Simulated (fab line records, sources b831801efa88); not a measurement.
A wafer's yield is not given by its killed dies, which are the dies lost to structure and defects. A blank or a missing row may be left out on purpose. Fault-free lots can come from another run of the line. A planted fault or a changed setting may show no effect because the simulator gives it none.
Matching of chambers    flow sky130    4 sister chambers for SKY_VIA2_CMP_24 on cmp-01
The step polishes, stops on SiO2, t overpolish 20 s, target thk 0 nm. 8 wafers are shown with their chamber, then 8 later ones without.

== WAFERS WITH THEIR CHAMBER ==
wafer   chamber  motor_current_A (A)  time_to_endpoint_s (s)
L154.2  0        9.2                  92
L155.3  0        8.9                  102
L155.6  3        9.2                  108
L156.6  2        12.3                 104
L159.3  2        12.3                 99
L159.4  1        11.9                 100
L159.5  3        9.4                  104
L165.1  1        12.0                 112

== WAFERS WHOSE CHAMBER IS MISSING ==
wafer   motor_current_A (A)  time_to_endpoint_s (s)
L165.5  11.8                 107
L165.6  12.4                 108
L166.2  12.5                 105
L166.4  12.3                 105
L166.5  9.2                  98
L168.1  12.5                 108
L168.5  9.4                  105
L168.6  9.2                  110

== WHICH CHAMBER EACH ONE RAN IN ==
wafer    from the rows above       in truth
L165.5   1                         1
L165.6   2                         2
L166.2   2                         2
L166.4   2                         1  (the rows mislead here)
L166.5   can't be placed: 0 or 3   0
L168.1   2                         2
L168.5   3                         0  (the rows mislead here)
L168.6   can't be placed: 3 or 0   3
Correct placement for 4 of the 8. Cannot be placed on the basis of these rows: 2; the candidates contain the true chamber in 2. Number placed wrongly: 2.
How it was worked out, from the rows above alone: a wafer's distance from a chamber is the root of the sum, over the readings, of the square of ((its reading less the chamber's mean) divided by the reading's scatter). The wafer belongs to the nearest chamber; if the next one is less than 2 further off, it can't be placed. For every chamber, the mean is computed from those of its wafers that are shown. How the scatter is found: for the shown wafers, subtract from each reading the mean of its chamber, square and add these, divide the total by (wafers less chambers), then take the root.
